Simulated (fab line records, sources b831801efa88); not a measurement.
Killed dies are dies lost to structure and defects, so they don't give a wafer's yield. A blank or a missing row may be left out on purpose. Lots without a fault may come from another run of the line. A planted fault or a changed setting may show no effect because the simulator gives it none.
Chamber matching | flow sky130 | SKY_FIELD_ISO_ETCH_17 on rie_si-01: 4 sister chambers
The step etches Si in HBr/Cl2/O2, target depth 342 nm, time 97.7 s. 8 wafers are shown with their chamber, then 8 later ones without.

WAFERS WITH THEIR CHAMBER
wafer  | chamber | drypump_motor_current_A (A) | oes_product_au (a.u.)
L622.4 | 3       | 6.2                         | 0.988
L624.2 | 2       | 5.1                         | 0.994
L624.3 | 1       | 6.1                         | 0.993
L624.6 | 2       | 5.1                         | 1.006
L630.3 | 3       | 6.1                         | 0.996
L630.5 | 1       | 6.1                         | 0.995
L630.6 | 0       | 6.6                         | 0.984
L635.1 | 0       | 6.7                         | 0.981

WAFERS WITHOUT THEIR CHAMBER
wafer  | drypump_motor_current_A (A) | oes_product_au (a.u.)
L635.2 | 5.1                         | 1.017
L635.6 | 6.1                         | 0.985
L637.1 | 5.1                         | 0.984
L637.2 | 6.6                         | 0.973
L637.6 | 5.2                         | 0.989
L642.1 | 5.2                         | 0.990
L642.3 | 6.7                         | 0.970
L642.6 | 6.1                         | 0.983

WHICH CHAMBER EACH WENT THROUGH
wafer  | from the rows above     | in truth
L635.2 | 2                       | 2
L635.6 | can't be placed: 3 or 1 | 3
L637.1 | 2                       | 2
L637.2 | 0                       | 0
L637.6 | 2                       | 2
L642.1 | 2                       | 2
L642.3 | 0                       | 0
L642.6 | can't be placed: 3 or 1 | 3
Placed correctly: 6 of 8. Can't be placed from these rows: 2 (the true chamber is among the candidates in 2). Placed wrongly: 0.
How it was worked out, from the rows above alone: a wafer's distance from a chamber is the root of the sum, over the readings, of the square of ((its reading less the chamber's mean) divided by the reading's scatter). The wafer belongs to the nearest chamber; if the next one is less than 2 further off, it can't be placed. A chamber's mean is the mean of its shown wafers. The scatter: the root of (the sum of the squares of (reading less its chamber's mean) over the shown wafers, divided by (wafers less chambers)).
